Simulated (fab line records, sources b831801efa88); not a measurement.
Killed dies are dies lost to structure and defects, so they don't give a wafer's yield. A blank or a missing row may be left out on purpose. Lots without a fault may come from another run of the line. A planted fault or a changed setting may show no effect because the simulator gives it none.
Which tool did it? | flow sky130 | 10 lots, 30 wafers sampled, at 1 step of a route of 708

WHAT THE GAUGES READ, wafer by wafer
SKY_LDD_N_TW_MEAS_17.
lot  | measured     | on            | LDD_N_TW
L848 | day 19 14:10 | film_metro-03 | 2622 2591 2605
L847 | day 19 14:28 | film_metro-01 | 2538 2521 2538
L846 | day 19 14:47 | film_metro-03 | 2608 2613 2598
L850 | day 21 03:23 | film_metro-04 | 2587 2582 2580
L855 | day 22 10:02 | film_metro-01 | 2528 2526 2519
L856 | day 23 11:35 | film_metro-01 | 2541 2554 2537
L858 | day 23 20:53 | film_metro-01 | 2544 2539 2538
L861 | day 24 12:26 | film_metro-01 | 2534 2524 2533
L866 | day 25 19:26 | film_metro-01 | 2532 2538 2529
L865 | day 25 21:48 | film_metro-03 | 2610 2609 2609

WHICH TOOL RAN EACH LOT (tool, then ch and the chambers of the sampled wafers, then the start)
The record holds no process step before these readings.

WHAT THE TOOLS THEMSELVES READ (means of the sampled wafers that have a number; where no wafer has one, the mark that the record gives instead)
The record holds no such reading with a usual standard deviation.

THE ANSWER, worked out from the rows above alone
Rule: what is usual is taken from the lots themselves. Put in order of their means at a reading, lots are off if they are a third of the lots or fewer, leave a main group of 4 or more, and stand apart from it by a gap of 3 or more times the standard deviation of the main group's means; of several such gaps the widest counts. A main group whose means are all the same, to the digits that the tables above print for the reading, isn't used. A lot without any number at a reading at which 4 lots or more have one is off too. The other lots that the step has rows for count as sound. The gauges are gone through in route order, then the tools' own readings, and for those a lot's mean is taken as printed above. The first step at which some lot is off is used, and at that step the reading that is off furthest; a lot without a number counts as furthest.
No lot is off at any reading shown: from this, nothing can be told.

WHAT THE SIMULATOR HAD PUT IN
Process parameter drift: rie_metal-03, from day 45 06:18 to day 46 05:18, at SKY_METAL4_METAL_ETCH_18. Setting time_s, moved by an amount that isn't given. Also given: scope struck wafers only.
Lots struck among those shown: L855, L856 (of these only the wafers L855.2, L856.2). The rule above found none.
